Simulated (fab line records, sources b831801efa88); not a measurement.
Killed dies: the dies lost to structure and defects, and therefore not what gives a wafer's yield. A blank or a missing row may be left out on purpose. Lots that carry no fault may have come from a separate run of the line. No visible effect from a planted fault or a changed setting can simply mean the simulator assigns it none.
Check for tools in common    flow gf180mcu    13 lots, 39 wafers sampled

WHY THIS WAS OPENED
At GF_PSD_TW_MEAS_11 the reading PSD_TW is flagged on 1 of 13 lots. Wafers without a fault read 3160, standard deviation 20.
Rule: a lot is flagged when every wafer of it that has a number lies more than 4 standard deviations from that mean, or none has a number. The other lots count as sound.

lot   measured      on             PSD_TW, wafer by wafer  flag
L110  day 14 22:13  film_metro-03  3158 3150 3159          
L112  day 15 17:40  film_metro-01  3137 3128 3147          
L113  day 16 03:41  film_metro-01  3143 3130 3137          
L114  day 16 08:39  film_metro-04  3167 3173 3167          
L115  day 16 19:24  film_metro-04  3165 3183 3185          
L116  day 17 02:48  film_metro-01  3147 3134 3133          
L119  day 18 04:12  film_metro-03  3185 3172 3175          
L120  day 18 16:15  film_metro-01  3166 3168 3168          
L121  day 19 03:39  film_metro-03  3178 3190 3187          
L122  day 19 11:31  film_metro-01  3155 3139 3156          
L124  day 20 03:50  film_metro-04  3171 3156 3156          
L126  day 20 23:49  film_metro-04  3164 3168 3167          
L128  day 21 10:25  film_metro-04  30 30 30                FLAGGED
The numbers of the flagged lots are 30 on average: -3130 against the usual, or -99 or more standard deviations.

EACH LOT AND THE TOOL IT RAN ON
The record holds 1 process step before the reading, out of a route of 602 steps. Each cell gives the tool, then ch followed by the chambers the sampled wafers passed through, then the start.
lot   flag     GF_PSD_EXPOSE_04
L110           iline_stepper-01 ch 0, day 14 11:17
L112           iline_stepper-01 ch 0, day 15 06:44
L113           iline_stepper-02 ch 0, day 15 16:22
L114           iline_stepper-02 ch 0, day 15 22:02
L115           iline_stepper-01 ch 0, day 16 07:16
L116           iline_stepper-01 ch 0, day 16 15:02
L119           iline_stepper-02 ch 0, day 17 16:23
L120           iline_stepper-02 ch 0, day 18 04:26
L121           iline_stepper-01 ch 0, day 18 14:55
L122           iline_stepper-02 ch 0, day 18 23:20
L124           iline_stepper-02 ch 0, day 19 14:43
L126           iline_stepper-02 ch 0, day 20 11:38
L128  FLAGGED  iline_stepper-01 ch 0, day 20 21:59
What is done by these steps:
- GF_PSD_EXPOSE_04: exposes mask Pplus, target cd 400 nm.
- GF_PSD_TW_MEAS_11

FLAGGED AGAINST TOTAL, ONE TOOL AT A TIME (gauges that did the reading follow at the end)
step               tool              lots run  flagged  share of the flagged lots  sound lots run after its first flagged lot
GF_PSD_EXPOSE_04   iline_stepper-01  6         1        all                        0
GF_PSD_EXPOSE_04   iline_stepper-02  7         0        none                       -
GF_PSD_TW_MEAS_11  film_metro-01     5         0        none                       -
GF_PSD_TW_MEAS_11  film_metro-03     3         0        none                       -
GF_PSD_TW_MEAS_11  film_metro-04     5         1        all                        0

WHAT THE TABLE PERMITS
In 2 table rows, all flagged lots were run: iline_stepper-01 (GF_PSD_EXPOSE_04), film_metro-04 (GF_PSD_TW_MEAS_11).
- iline_stepper-01 at GF_PSD_EXPOSE_04 ran 6 lots, 1 of them flagged. A fault beginning between L121 (day 18 14:55), its last sound lot, and L128 (day 20 21:59), its first flagged one, fits the data.
- film_metro-04 at GF_PSD_TW_MEAS_11 ran 5 lots, 1 of them flagged. A fault beginning between L126 (day 20 23:49), its last sound lot, and L128 (day 21 10:25), its first flagged one, fits the data.
Counting lots can't tell these 2 tools apart, because each fits a fault that began at some hour. More lots, or a look at what each step does to the wafer, might.

WHAT THE SIMULATOR HAD PUT IN
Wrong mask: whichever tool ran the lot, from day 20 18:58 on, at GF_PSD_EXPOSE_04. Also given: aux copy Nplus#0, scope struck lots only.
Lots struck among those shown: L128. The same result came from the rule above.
